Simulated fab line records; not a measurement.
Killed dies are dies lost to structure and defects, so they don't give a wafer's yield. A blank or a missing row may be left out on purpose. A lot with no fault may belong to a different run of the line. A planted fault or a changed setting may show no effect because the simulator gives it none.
Which of the tools did it?    flow gf180mcu    6 lots, 18 wafers sampled, at 2 steps of a route of 602

WHAT THE GAUGES READ, wafer by wafer
GF_PSD_RS_MEAS_14: measurement is done with a four-point probe.
lot   measured      on            NSD_RS (ohm/sq)
L127  day 15 04:28  filmMetro-01  46.09 46.14 46.15
L130  day 16 18:58  filmMetro-02  45.97 45.93 46.03
L132  day 17 04:15  filmMetro-03  42.62 42.57 42.47
L136  day 18 14:55  filmMetro-02  46.20 46.23 46.10
L140  day 20 03:17  filmMetro-03  45.95 46.17 46.20
L146  day 21 19:59  filmMetro-03  46.15 46.20 46.04

TOOL THAT RAN EACH LOT (tool first, then ch and the chambers of the sampled wafers, then the start)
lot   GF_PSD_RTA_13
L127  rtpAnneal-02 ch 0, day 15 04:23
L130  rtpAnneal-01 ch 0, day 16 18:53
L132  rtpAnneal-01 ch 0, day 17 04:04
L136  rtpAnneal-02 ch 0, day 18 14:49
L140  rtpAnneal-02 ch 0, day 20 03:11
L146  rtpAnneal-01 ch 0, day 21 19:53
- GF_PSD_RTA_13: time 20 s.

THE ANSWER, worked out from the rows above alone
Rule: the usual values come from the lots themselves. The widest of any qualifying gaps counts: lots, ordered by their means at a reading, are off when they make up no more than a third of the lots, leave a main group of 4 or more, and stand apart from it by 3 or more times the standard deviation of that group's means. If all means in a main group match to the digits the tables above print for the reading, that group is not used. A lot without any number at a reading at which 4 lots or more have one is off too. Where the step has rows for the other lots, those lots are counted as sound.
Off: L132, seen at GF_PSD_RS_MEAS_14 (NSD_RS). For the main group the mean is 46.10 ohm/sq and the standard deviation 0.067.
A tool fits if, at a process step before that reading, it ran every lot that is off, and no sound lot after the first of them. Gauges at GF_PSD_RS_MEAS_14: tried the same way as those tools. Of those tried, none fits.

WHAT THE SIMULATOR HAD INSERTED
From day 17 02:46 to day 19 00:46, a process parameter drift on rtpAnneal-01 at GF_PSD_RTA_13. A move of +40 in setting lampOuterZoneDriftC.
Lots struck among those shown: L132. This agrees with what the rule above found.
